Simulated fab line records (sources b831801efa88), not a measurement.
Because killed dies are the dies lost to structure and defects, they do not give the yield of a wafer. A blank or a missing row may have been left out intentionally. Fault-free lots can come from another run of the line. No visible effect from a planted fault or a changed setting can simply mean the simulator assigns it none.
A struck lot beside a sound one | flow sky130 | 43 out of 708 route steps
Sound: the wafers L536.2, L536.4, L536.5. Wafers struck: L550.1, L550.5, L550.6. The cause is named last.
For every step that has rows: the tool of each side, followed by ch and its chambers, followed by its first start. Under that, the readings that differ: sound wafers | struck wafers | difference of the means | sigmas: that difference in standard deviations of wafers without a fault.
alike: readings with means less than 2 such deviations apart, plus words and numbers identical on both sides. not compared: withheld readings, readings lacking a value on some wafer, bounds such as >300 that could conceal the same value, and numbers that have no deviation in the record and whose values overlap.
Wherever a step has rows on one side only, a row that says differs or no value, or a row with sigmas, the two part there. Non-overlapping numbers with no deviation appear without sigmas and do not part them. A reading that every wafer of one side lacks parts them only if that side has two wafers or more.

SKY_FIELD_ISO_ETCH_14: etches BARC in N2/H2, stops on SiO2, time 45.9 s, target depth 60 nm.
  sound on rie-diel-03 ch 0,2, day 2 19:07; struck on rie-diel-04 ch 0,2,3, day 5 14:58
  alike: drypump-motor-current-A, oes-product-au, throttle-valve-pct
  not compared: rf-hours-counter-h
then, 1 step without rows for these wafers: SKY_FIELD_ISO_ETCH_15 (etches the open film in CHF3/O2, stops on Si, target depth 180 nm, time 72 s).
SKY_FIELD_ISO_STRIP_16: strips in O2/N2.
  sound on plasma-asher-01 ch 0,1, day 2 19:13; struck on plasma-asher-02 ch 0,1, day 5 15:04
  reading                     | sound       | struck      | difference | sigmas
  drypump-motor-current-A (A) | 5.1 5.1 5.1 | 6.1 5.7 6.1 | +0.9       | +3
  alike: oes-product-au, strip-time-to-endpoint-s
  not compared: rf-hours-counter-h
SKY_FIELD_ISO_ETCH_17: etches Si in HBr/Cl2/O2, target depth 342 nm, time 97.7 s.
  sound on rie-si-02 ch 0,2, day 2 19:19; struck on rie-si-02 ch 2,3, day 5 15:10
  alike: O2_flow_sccm, drypump-motor-current-A, oes-product-au, throttle-valve-pct
  not compared: rf-hours-counter-h
then, 5 steps without rows for these wafers: SKY_FIELD_ISO_WET_ETCH_18 (etches Si3N4 in H3PO4, target depth 25 nm, time 286 s); SKY_FIELD_ISO_CLEAN_19 (cleans in SC1/SC2, time 150 s); SKY_FIELD_ISO_CLEAN_20 (cleans in dHF, time 20 s); SKY_FIELD_ISO_WET_ETCH_21 (etches SiO2 in dHF, target depth 20 nm, time 400 s); SKY_FIELD_ISO_OXIDATION_22 (stabilise 600 s, purge 300 s, target thk 10 nm).
SKY_FIELD_ISO_THK_MEAS_23:
  sound: film-metro-02 at day 2 20:51; struck: film-metro-02 at day 5 16:41
  alike: FIELD_ISO_OXIDATION_01_THK
then, 1 step without rows for these wafers: SKY_FIELD_ISO_CVD_24 (deposits SiO2, target thk 595 nm, time 99.2 s).
SKY_FIELD_ISO_THK_MEAS_25:
  sound: film-metro-04 at day 2 20:59; struck: film-metro-01 at day 5 16:49
  alike: FIELD_ISO_CVD_24_THK
SKY_FIELD_ISO_ANNEAL_26: time 1800 s.
  sound on furnace-01 ch 0, day 2 21:02; struck on furnace-02 ch 0, day 5 16:53
  reading               | sound                | struck               | difference | sigmas
  spike-tc-bottom-C (C) | 1021.6 1021.4 1020.8 | 1017.7 1016.6 1017.4 | -4.0       | -2
then, 6 steps without rows for these wafers: SKY_FIELD_ISO_CMP_27 (polishes, stops on Si3N4, t overpolish 16 s, target thk 457.8 nm); SKY_FIELD_ISO_WET_ETCH_28 (etches SiO2 in dHF, target depth 23.7 nm, time 47 s); SKY_FIELD_ISO_WET_ETCH_29 (etches Si3N4 in H3PO4, target depth 160 nm, time 1825 s); SKY_FIELD_ISO_WET_ETCH_30 (etches SiO2 in dHF, target depth 25 nm, time 50 s); SKY_NWELL_CLEAN_00 (cleans in SC1/SC2, time 150 s); SKY_NWELL_OXIDATION_01 (stabilise 600 s, purge 300 s, target thk 10 nm).
SKY_NWELL_THK_MEAS_02:
  sound: film-metro-04 at day 3 01:07; struck: film-metro-04 at day 5 22:02
  alike: NWELL_OXIDATION_THK
then, 8 steps without rows for these wafers: SKY_DNWELL_DEHYDRATE_00 (time 60 s); SKY_DNWELL_HMDS_01 (prime time 60 s); SKY_DNWELL_COAT_02 (resist thk 3000 nm); SKY_DNWELL_SOFTBAKE_03; SKY_DNWELL_EXPOSE_04 (exposes mask DNM, target cd 3000 nm); SKY_DNWELL_PEB_05; SKY_DNWELL_DEVELOP_06 (develop time 62.21 s); SKY_DNWELL_IMPLANT_07.
SKY_DNWELL_STRIP_08: strips in O2/N2.
  sound on plasma-asher-02 ch 0,1, day 3 16:59; struck on plasma-asher-02 ch 0,1, day 6 16:52
  alike: drypump-motor-current-A, oes-product-au, strip-time-to-endpoint-s
  not compared: rf-hours-counter-h
SKY_DNWELL_TW_MEAS_09:
  sound: film-metro-03 at day 3 17:06; struck: film-metro-04 at day 6 16:58
  alike: DNWELL_TW
then, 7 steps without rows for these wafers: SKY_PWDE_DEHYDRATE_00 (time 60 s); SKY_PWDE_HMDS_01 (prime time 60 s); SKY_PWDE_COAT_02 (resist thk 3000 nm); SKY_PWDE_SOFTBAKE_03; SKY_PWDE_EXPOSE_04 (exposes mask PWDEM, target cd 840 nm); SKY_PWDE_PEB_05; SKY_PWDE_DEVELOP_06 (develop time 60 s).
SKY_PWDE_OVL_MEAS_07:
  sound: overlay-01 at day 4 08:56; struck: overlay-02 at day 7 12:46
  reading       | sound          | struck      | difference | sigmas
  PWDE_OVL (nm) | -4.0 -3.7 -3.1 | 3.8 4.7 4.4 | +7.9       | +3
after that, 1 step had no rows for these wafers: SKY_PWDE_IMPLANT_08.
SKY_PWDE_STRIP_09: strips in O2/N2.
  sound on plasma-asher-02 ch 0,1, day 4 09:07; struck on plasma-asher-01 ch 0,1, day 7 12:57
  reading                     | sound       | struck      | difference | sigmas
  drypump-motor-current-A (A) | 6.1 5.7 5.7 | 5.1 5.1 5.2 | -0.7       | -2
  alike: oes-product-au, strip-time-to-endpoint-s
  not compared: rf-hours-counter-h
SKY_PWDE_TW_MEAS_10:
  sound: film-metro-01 at day 4 09:13; struck: film-metro-04 at day 7 13:03
  alike: PWDE_TW
then, 1 step without rows for these wafers: SKY_NWELL_DEHYDRATE_03 (time 60 s).
-- the record jumps here: 42 days lie between the struck wafers' starts before and after (it left off in module NWELL and takes up again in module PAD_OPEN, whose first step shown is number 708 of the route) --
SKY_PAD_OPEN_PROBE_99:
  sound: prober-01 at day 46 22:16; struck: prober-02 at day 49 22:07
  reading                                       | sound                | struck               | difference | sigmas
  model.etest.diode-dnwell-sub.leak-log10-a-cm2 | -7.154 -7.387 -7.318 | -6.934 -6.593 -6.891 | +0.480     |
  alike: killed_at_M0_to_M3, killed_at_M4_up, killed-at-contacts, killed-at-front-end, killed-at-other, killed-dies, killed-on-rim, killed-open, killed-short
  not compared: model.etest.diode-nwell-sub.leak-log10-a-cm2, model.etest.diode-pwell-dnwell.leak-log10-a-cm2

== WHERE THEY PART ==
First at SKY_FIELD_ISO_STRIP_16; last, within this record, at SKY_PWDE_STRIP_09. Later steps at which nothing parts them and some readings are alike: SKY_PWDE_TW_MEAS_10, SKY_PAD_OPEN_PROBE_99.

WHY: what had been put in by the simulator
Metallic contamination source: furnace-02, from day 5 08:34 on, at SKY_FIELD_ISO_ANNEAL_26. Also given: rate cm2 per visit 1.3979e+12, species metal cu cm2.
